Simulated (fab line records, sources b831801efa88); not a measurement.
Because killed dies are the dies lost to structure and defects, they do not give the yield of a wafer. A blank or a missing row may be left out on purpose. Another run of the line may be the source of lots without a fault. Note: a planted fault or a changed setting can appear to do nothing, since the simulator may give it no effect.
Chamber matching -- flow sfqLine -- 4 sister chambers for SFQ_TRILAYER_I6_VIA_BARC_OPEN_VIA_ETCH_235 on rieDiel-04
The step etches BARC in O2, target depth 125 nm, time 41.7 s. 8 wafers are shown with their chamber, then 7 later ones without.

== WAFERS WITH THEIR CHAMBER ==
wafer,chamber,drypumpMotorCurrentA (A),rfFwdPowerW (W)
L130.3,2,5.3,496.6
L136.3,1,5.3,495.7
L136.4,2,5.4,495.9
L136.5,0,5.7,495.9
L137.3,3,6.1,495.8
L137.4,0,5.7,498.2
L137.5,1,5.4,495.7
L141.1,3,6.0,494.7

== WAFERS MISSING THEIR CHAMBER ==
wafer,drypumpMotorCurrentA (A),rfFwdPowerW (W)
L141.3,5.4,496.5
L141.5,5.7,492.3
L142.5,5.7,496.2
L142.6,6.1,492.6
L149.1,5.3,495.2
L149.3,5.4,495.9
L149.4,6.0,494.2

== WHICH CHAMBER EACH ONE RAN IN ==
wafer,from the rows above,in truth
L141.3,can't be placed: 2 or 1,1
L141.5,can't be placed: 0 or 3 or 1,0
L142.5,0,0
L142.6,3,3
L149.1,can't be placed: 1 or 2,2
L149.3,can't be placed: 1 or 2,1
L149.4,3,3
Correctly placed: 3 of 7. Can't be placed from these rows: 4 (the true chamber is among the candidates in 4). Placed wrongly: 0.
How it was worked out, from the rows above alone: a wafer's distance from a chamber is the root of the sum, over the readings, of the square of ((its reading less the chamber's mean) divided by the reading's scatter). The wafer belongs to the nearest chamber; if the next one is less than 2 further off, it can't be placed. A chamber's mean is the mean of its shown wafers. How the scatter is found: for the shown wafers, subtract from each reading the mean of its chamber, square and add these, divide the total by (wafers less chambers), then take the root.
